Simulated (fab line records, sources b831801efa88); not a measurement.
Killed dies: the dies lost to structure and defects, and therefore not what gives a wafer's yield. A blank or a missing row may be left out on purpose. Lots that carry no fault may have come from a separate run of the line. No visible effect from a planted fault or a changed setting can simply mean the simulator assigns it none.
Chamber matching || flow sky130 || SKY_SONOS_ONO_WET_ETCH_18 on wet-bench-01 has 3 sister chambers
The step etches Si3N4 in H3PO4, target depth 15 nm, time 172 s. 6 wafers are shown with their chamber, then 4 later ones without.

WAFERS WITH THEIR CHAMBER
{"wafer": "L676.2", "chamber": 1, "bath-heat-duty-pct (%)": 22.8, "bath-guard-temp-C (C)": 159.9}
{"wafer": "L676.4", "chamber": 1, "bath-heat-duty-pct (%)": 22.2, "bath-guard-temp-C (C)": 160.4}
{"wafer": "L691.3", "chamber": 3, "bath-heat-duty-pct (%)": 28.5, "bath-guard-temp-C (C)": 159.9}
{"wafer": "L691.6", "chamber": 3, "bath-heat-duty-pct (%)": 28.1, "bath-guard-temp-C (C)": 159.5}
{"wafer": "L692.3", "chamber": 2, "bath-heat-duty-pct (%)": 26.6, "bath-guard-temp-C (C)": 161.1}
{"wafer": "L692.5", "chamber": 2, "bath-heat-duty-pct (%)": 26.6, "bath-guard-temp-C (C)": 160.6}

WAFERS WHOSE CHAMBER IS MISSING
{"wafer": "L692.6", "bath-heat-duty-pct (%)": 26.4, "bath-guard-temp-C (C)": 160.8}
{"wafer": "L694.2", "bath-heat-duty-pct (%)": 23.2, "bath-guard-temp-C (C)": 159.9}
{"wafer": "L694.5", "bath-heat-duty-pct (%)": 22.9, "bath-guard-temp-C (C)": 160.4}
{"wafer": "L694.6", "bath-heat-duty-pct (%)": 24.1, "bath-guard-temp-C (C)": 160.5}

CHAMBER TAKEN BY EACH
{"wafer": "L692.6", "from the rows above": 2, "in truth": 2}
{"wafer": "L694.2", "from the rows above": 1, "in truth": 1}
{"wafer": "L694.5", "from the rows above": 1, "in truth": 1}
{"wafer": "L694.6", "from the rows above": 1, "in truth": 1}
Placed correctly: 4 of 4. Number that these rows cannot place: 0. 0 placed wrongly.
How it was worked out, from the rows above alone: a wafer's distance from a chamber is the root of the sum, over the readings, of the square of ((its reading less the chamber's mean) divided by the reading's scatter). The wafer belongs to the nearest chamber; if the next one is less than 2 further off, it can't be placed. A chamber's mean is the mean of its shown wafers. The scatter is the square root of a quotient: the sum, over the shown wafers, of each reading's squared deviation from its chamber's mean, divided by wafers minus chambers.
